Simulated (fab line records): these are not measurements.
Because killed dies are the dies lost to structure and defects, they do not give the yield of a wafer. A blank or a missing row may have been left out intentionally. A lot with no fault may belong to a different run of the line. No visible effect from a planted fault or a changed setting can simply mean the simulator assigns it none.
Struck lot and sound lot, side by side    flow sky130    27 steps out of a route of 708
Sound: these wafers, L982.1, L982.4, L982.6. The struck wafers were L996.1, L996.3, L996.4. The cause is named last.
For every step that has rows: the tool of each side, followed by ch and its chambers, followed by its first start. Under that, the readings that differ: sound wafers    struck wafers    difference of the means    sigmas: that difference in standard deviations of wafers without a fault.
alike: readings whose means differ by less than 2 such deviations, and words and numbers that are the same on both sides. not compared: withheld readings, readings that some wafer has no value for, bounds like >300 that may hide the same value, and numbers for which the record gives no deviation and whose values overlap.
A row with sigmas, a row that says differs or no value, or rows on one side alone: a step with any of these is where the two part. Non-overlapping numbers with no deviation appear without sigmas and do not part them. A reading that every wafer of one side lacks parts them only if that side has two wafers or more.

first, 10 steps without rows for these wafers: SKY_LOCAL_INTERCONNECT_SOFTBAKE_07 (time 90 s); SKY_LOCAL_INTERCONNECT_EXPOSE_08 (exposes mask LI1M, target cd 170 nm); SKY_LOCAL_INTERCONNECT_PEB_09; SKY_LOCAL_INTERCONNECT_DEVELOP_10 (develop time 60 s); SKY_LOCAL_INTERCONNECT_ETCH_13 (etches BARC in N2/H2, stops on SiO2, time 45.9 s, target depth 60 nm); SKY_LOCAL_INTERCONNECT_METAL_ETCH_14 (etches TiN in Cl2/BCl3, stops on PSG, target depth 110 nm, time 31.4 s); SKY_LOCAL_INTERCONNECT_STRIP_15 (strips in O2/N2); SKY_LOCAL_INTERCONNECT_STRIP_16 (strips in post etch residue remover, time 1200 s); SKY_LOCAL_INTERCONNECT_CLEAN_17 (cleans in IPA, time 180 s); SKY_LOCAL_INTERCONNECT_CLEAN_18 (cleans in O3/DIW).
SKY_CONTACT_CVD_00: deposits Si3N4, target thk 75 nm.
  sound on pecvd-03 ch 1, day 30 21:51; struck on pecvd-03 ch 0,1,2, day 35 07:00
reading           sound         struck       difference  sigmas
heaterPowerW (W)  983 1003 977  838 524 787  -271        -2
SKY_CONTACT_THK_MEAS_01:
  sound on filmMetro-03 at day 30 21:54; struck on filmMetro-03 at day 35 07:49
reading                  sound           struck             difference  sigmas
CONTACT_CVD_00_THK (nm)  74.7 76.3 75.6  151.2 149.4 152.1  +75.4       +76
then, 12 steps without rows for these wafers: SKY_CONTACT_HDPCVD_02 (deposits SiO2, target thk 565 nm, time 94.2 s); SKY_CONTACT_CMP_04 (polishes SiO2); SKY_CONTACT_DEHYDRATE_06 (time 60 s); SKY_CONTACT_HMDS_07 (prime time 60 s); SKY_CONTACT_COAT_08 (resist thk 60 nm); SKY_CONTACT_COAT_09 (resist thk 450 nm); SKY_CONTACT_SOFTBAKE_10 (time 90 s); SKY_CONTACT_EXPOSE_11 (exposes mask CTM1, target cd 170 nm); SKY_CONTACT_PEB_12; SKY_CONTACT_DEVELOP_13 (develop time 60 s); SKY_CONTACT_ETCH_16 (etches BARC in N2/H2, stops on SiO2, time 45.9 s, target depth 60 nm); SKY_CONTACT_ETCH_17 (etches SiO2 in C4F8/O2/Ar, stops on Si3N4, target depth 340 nm).
SKY_CONTACT_ETCH_18: etches Si3N4 in CHF3/O2, stops on TiN, time 39 s, target depth 75 nm.
  sound: rieDiel-04 ch 0,1,2; struck: rieDiel-04 ch 1,2
reading                  sound              struck             difference  sigmas
oesProductAu (a.u.)      0.853 0.861 0.858  0.997 0.999 1.011  +0.145      +18
throttleValvePct (%)     8.782 8.795 8.789  8.829 8.836 8.840  +0.046      +5
model.etch.depthNm (nm)  74.73 76.26 75.67  97.77 96.5 97.98   +21.86      
  alike: O2_flow_sccm, drypumpMotorCurrentA
  not compared: rfHoursCounterH
then, 1 step without rows for these wafers: SKY_CONTACT_STRIP_19 (strips in O2/N2).
-- the record jumps here: 14 days lie between the struck wafers' starts before and after (it left off in module CONTACT and takes up again in module PAD_OPEN, whose first step shown is number 708 of the route) --
SKY_PAD_OPEN_PROBE_99:
  sound on prober-02 at day 45 23:26; struck on prober-02 at day 49 06:16
reading             sound     struck       difference  sigmas
killed_at_M0_to_M3  38 38 28  48 49 53     +15         +2
killedAtContacts    16 37 25  414 425 420  +394        +68
killedDies          82 86 69  492 492 492  +413        +42
killedOnRim         16 14 10  96 96 96     +83         +22
  alike: killed_at_M4_up, killedAtFrontEnd, killedAtOther, killedOpen, killedShort

== WHERE THEY PART ==
Earliest at SKY_CONTACT_CVD_00; latest, in this record, at SKY_PAD_OPEN_PROBE_99.

WHY: the cause the simulator had injected
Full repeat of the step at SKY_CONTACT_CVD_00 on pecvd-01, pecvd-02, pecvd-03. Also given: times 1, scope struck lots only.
